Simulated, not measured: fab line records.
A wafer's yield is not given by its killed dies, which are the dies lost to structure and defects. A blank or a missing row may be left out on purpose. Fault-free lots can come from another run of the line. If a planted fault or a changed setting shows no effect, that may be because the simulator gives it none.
Struck lot and sound lot, side by side + flow gf180mcu + 15 out of 602 route steps
Sound: wafers L495.1, L495.3, L495.6. Wafers struck: L503.2, L503.4, L503.6. The cause is named last.
Each step with rows lists, per side, the tool, then ch with its chambers, then its first start. Under that, the readings that differ: sound wafers + struck wafers + difference of the means + sigmas: that difference in standard deviations of wafers without a fault.
alike: a reading whose means differ by less than 2 such deviations, as well as words and numbers matching on both sides. not compared: withheld readings; readings where some wafer has no value; bounds like >300 that might hide an equal value; numbers whose values overlap and for which the record gives no deviation.
A row with sigmas, a row that says differs or no value, or rows on one side alone: a step with any of these is where the two part. Non-overlapping numbers with no deviation appear without sigmas and do not part them. A reading missing from all wafers of one side parts the sides only when that side holds two or more wafers.

first, 2 steps without rows for these wafers: GF_VT_IMPLANT_PEB_16; GF_VT_IMPLANT_DEVELOP_17 (develop time 60 s).
GF_VT_IMPLANT_OVL_MEAS_18:
  sound on overlay-02 at day 6 13:44; struck on overlay-02 at day 8 14:19
  alike: VT_IMPLANT_01_OVL
then, 1 step without rows for these wafers: GF_VT_IMPLANT_IMPLANT_19.
GF_VT_IMPLANT_STRIP_20: strips in O2/N2.
  sound on plasma asher-01 ch 0,1, day 6 13:55; struck on plasma asher-04 ch 0,1, day 8 14:30
  alike: drypump motor current A, heater power w, n2 flow sccm, oes product au, strip time to endpoint s
  not compared: rf hours counter h
GF_VT_IMPLANT_TW_MEAS_21:
  sound on film metro-03 at day 6 14:01; struck on film metro-03 at day 8 14:37
  alike: VT_IMPLANT_2_TW
then, 6 steps without rows for these wafers: GF_VT_IMPLANT_DEHYDRATE_22 (time 60 s); GF_VT_IMPLANT_HMDS_23 (prime time 60 s); GF_VT_IMPLANT_COAT_24 (resist thk 1000 nm); GF_VT_IMPLANT_SOFTBAKE_25 (time 60 s); GF_VT_IMPLANT_EXPOSE_26 (exposes mask LVPWELL HV AREA, target cd 860 nm); GF_VT_IMPLANT_PEB_27.
GF_VT_IMPLANT_DEVELOP_28: develop time 60 s.
  sound on litho track-01 ch 0, day 7 05:19; struck on litho track-02 ch 0, day 9 07:31
| reading              | sound             | struck            | difference | sigmas |
|----------------------|-------------------|-------------------|------------|--------|
| developer temp C (C) | 22.90 23.06 22.91 | 22.11 22.05 21.97 | -0.91      | -9     |
  alike: exhaust pa
GF_VT_IMPLANT_OVL_MEAS_29:
  sound on overlay-02 at day 7 05:28; struck on overlay-01 at day 9 07:38
  alike: VT_IMPLANT_02_OVL
GF_PASSIVATION_PROBE_99:
  sound wafers here have rows in the record (prober-01, day 29 08:16); struck ones have none

== WHERE THEY PART ==
At GF_VT_IMPLANT_DEVELOP_28 first; at GF_PASSIVATION_PROBE_99 last (within this record only).

WHY: whatever the simulator had introduced
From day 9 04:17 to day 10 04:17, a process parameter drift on litho track-02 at GF_VT_IMPLANT_DEVELOP_28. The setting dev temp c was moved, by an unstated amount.
